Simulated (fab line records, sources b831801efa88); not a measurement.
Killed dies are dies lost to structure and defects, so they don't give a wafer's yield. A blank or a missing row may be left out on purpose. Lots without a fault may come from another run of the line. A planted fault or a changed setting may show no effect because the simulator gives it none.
Which tool did it? | flow gf180mcu | 12 lots, 36 wafers sampled, at 1 step of a route of 602

WHAT THE GAUGES READ, wafer by wafer
GF_STI_BOW_MEAS_00.
lot  | measured    | on            | INCOMING_BOW (um)
L075 | day 1 15:01 | film_metro-01 | 0 -2 -2
L077 | day 2 01:00 | film_metro-03 | -5 -9 -1
L079 | day 2 11:02 | film_metro-03 | 15 20 -7
L081 | day 2 21:00 | film_metro-01 | -5 2 3
L083 | day 3 07:02 | film_metro-03 | -2 -3 7
L085 | day 3 17:02 | film_metro-04 | 0 -6 3
L087 | day 4 03:00 | film_metro-01 | -3 6 -18
L089 | day 4 13:00 | film_metro-03 | -2 0 3
L091 | day 4 23:00 | film_metro-01 | 10 1 -4
L093 | day 5 09:01 | film_metro-01 | -19 -1 -1
L095 | day 5 19:00 | film_metro-04 | -8 2 6
L097 | day 6 05:01 | film_metro-04 | -16 -1 -2

WHICH TOOL RAN EACH LOT (tool, then ch and the chambers of the sampled wafers, then the start)
The record holds no process step before these readings.

THE ANSWER, worked out from the rows above alone
Rule: what is usual is taken from the lots themselves. Put in order of their means at a reading, lots are off if they are a third of the lots or fewer, leave a main group of 4 or more, and stand apart from it by a gap of 3 or more times the standard deviation of the main group's means; of several such gaps the widest counts. A main group whose means are all the same, to the digits that the tables above print for the reading, isn't used. A lot without any number at a reading at which 4 lots or more have one is off too. The other lots that the step has rows for count as sound.
No lot is off at any reading shown: from this, nothing can be told.

WHAT THE SIMULATOR HAD PUT IN
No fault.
